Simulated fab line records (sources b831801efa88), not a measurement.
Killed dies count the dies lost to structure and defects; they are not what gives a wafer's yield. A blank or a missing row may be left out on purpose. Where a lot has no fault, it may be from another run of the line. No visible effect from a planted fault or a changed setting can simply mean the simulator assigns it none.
Split-lot study ; flow gf180mcu ; route with 602 steps; 5 lots, 23 wafers read

## ABOUT THE SPLIT
At GF_M4_SPUTTER_02 (material AlCu, target thk 450 nm, time 23.9 s), the setting time_s was moved away from the recipe's 23.9 s on 5 of the 23 wafers read, by -10.5% to +13.4%. For the rest of the wafers, this setting stayed at what the recipe calls for.

## FROM THE SPLIT TO THE READING: what the file shows between them, 7 steps
- GF_M4_SPUTTER_03: material Ti, target thk 10 nm, time 6.7 s
- GF_M4_SPUTTER_04: material TiN, target thk 50 nm, time 41.7 s
- GF_M4_RS_MEAS_05: measures by four-point-probe
- GF_M4_THK_MEAS_06: measures by xrf
- GF_M4_COAT_09: resist thk 1000 nm (also split here: resist_thk_nm)
- GF_M4_SOFTBAKE_10: time 60 s
- GF_M4_EXPOSE_11: exposes mask Metal4, target cd 280 nm

## THE READING
oes_product_au, in a.u., at GF_M4_METAL_ETCH_16 (etches the open film in Cl2/BCl3, stops on SiO2, target depth 627.5 nm, time 104.6 s). On this fab line, fault-free wafers typically give 0.971 a.u. with a standard deviation of 0.0065 a.u.

wafer;tool, chamber at the split;time_s as run, s;against the recipe;oes_product_au, a.u.;against lot-mates on the recipe
L079.2;pvd_sputter-01, -;23.9;recipe;0.969;-
L079.3;pvd_sputter-01, -;23.9;recipe;0.963;-
L079.4;pvd_sputter-01, -;23.9;recipe;0.969;-
L079.5;pvd_sputter-01, -;23.9;recipe;0.974;-
L079.6;pvd_sputter-01, -;23.9;recipe;0.960;-
L080.2;pvd_sputter-02, -;23.9;recipe;0.978;-
L080.5;pvd_sputter-02, -;23.9;recipe;0.964;-
L080.6;pvd_sputter-02, -;23.9;recipe;0.990;-
L081.1;pvd_sputter-02, -;27.1;+13.4%;1.003;+0.036
L081.2;pvd_sputter-02, -;27.1;+13.4%;1.010;+0.044
L081.3;pvd_sputter-02, -;23.9;recipe;0.974;-
L081.4;pvd_sputter-02, -;23.9;recipe;0.959;-
L081.5;pvd_sputter-02, -;27.1;+13.4%;0.999;+0.033
L082.1;pvd_sputter-04, -;23.9;recipe;0.975;-
L082.2;pvd_sputter-04, -;23.9;recipe;0.976;-
L082.3;pvd_sputter-04, -;23.9;recipe;0.977;-
L082.5;pvd_sputter-04, -;23.9;recipe;0.971;-
L082.6;pvd_sputter-04, -;23.9;recipe;0.970;-
L084.1;pvd_sputter-02, -;23.9;recipe;0.974;-
L084.2;pvd_sputter-02, -;21.38;-10.5%;0.919;-0.060
L084.4;pvd_sputter-02, -;23.9;recipe;0.981;-
L084.5;pvd_sputter-02, -;23.9;recipe;0.982;-
L084.6;pvd_sputter-02, -;21.38;-10.5%;0.921;-0.058

FIT RESULTS
A straight line over all 23 wafers: oes_product_au changes by +0.0032 a.u. for each +1% of time_s; r = +0.89; the points scatter about the line by 0.0098 a.u.
The same after taking each lot's own level away (the mean of its wafers on the recipe; 23 wafers): +0.0037 a.u. for each +1%; r = +0.93; scatter 0.009 a.u.
According to that fit, moving time_s by its largest amount changes the reading by 0.05 a.u.
Measured against the standard deviation above, the lots' own levels, which go from 0.9665 to 0.9790 a.u., span 1.9 times it.
In other words, the slope is changed by the lot-to-lot level; the two fits disagree.
Check: for one of the wafers moved furthest among these (+13.4%), held out of the fit, the line's prediction against its lot-mates is +0.0496 a.u. It came out at +0.0365 a.u. against them.

## ADDITIONAL SPLITS CARRIED BY THESE WAFERS
These wafers also went through other splits before the reading. Each is held against what the fit with the lots' levels taken away leaves over:
other split on the same wafers;wafers away from the commonest value;r with oes_product_au (lot level and that fit taken away)
GF_V3_CMP_04 leave_above_ref_nm;10;+0.02
GF_V3_PEB_12 peb_temp_c;9;-0.16
GF_V3_CVD_23 temp_c;4;+0.09
GF_M4_COAT_09 resist_thk_nm;6;-0.27

## THE WHOLE CHAIN: every reading that the file lists as answering this split, in the file's order
step;what it does;reading;change (the file's fit);r (the file's)
GF_M4_SPUTTER_02;material AlCu, target thk 450 nm, time 23.9 s;AlCu_of_M4_SPUTTER_02.thk_nm (the simulator's own value, which no gauge read);+4.81 nm for each +1% of the setting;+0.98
GF_M4_RS_MEAS_05;measures by four-point-probe;M4_ALCU_RS;-0.000732 for each +1% of the setting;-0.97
GF_M4_THK_MEAS_06;measures by xrf;M4_ALCU_THK;+4.59 for each +1% of the setting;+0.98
GF_M4_METAL_ETCH_16;etches the open film in Cl2/BCl3, stops on SiO2, target depth 627.5 nm, time 104.6 s;oes_product_au;+0.00385 a.u. for each +1% of the setting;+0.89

## THE FILE'S OWN FIT
oes_product_au changes by +0.00385 a.u. for each +1% of time_s, r = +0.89.
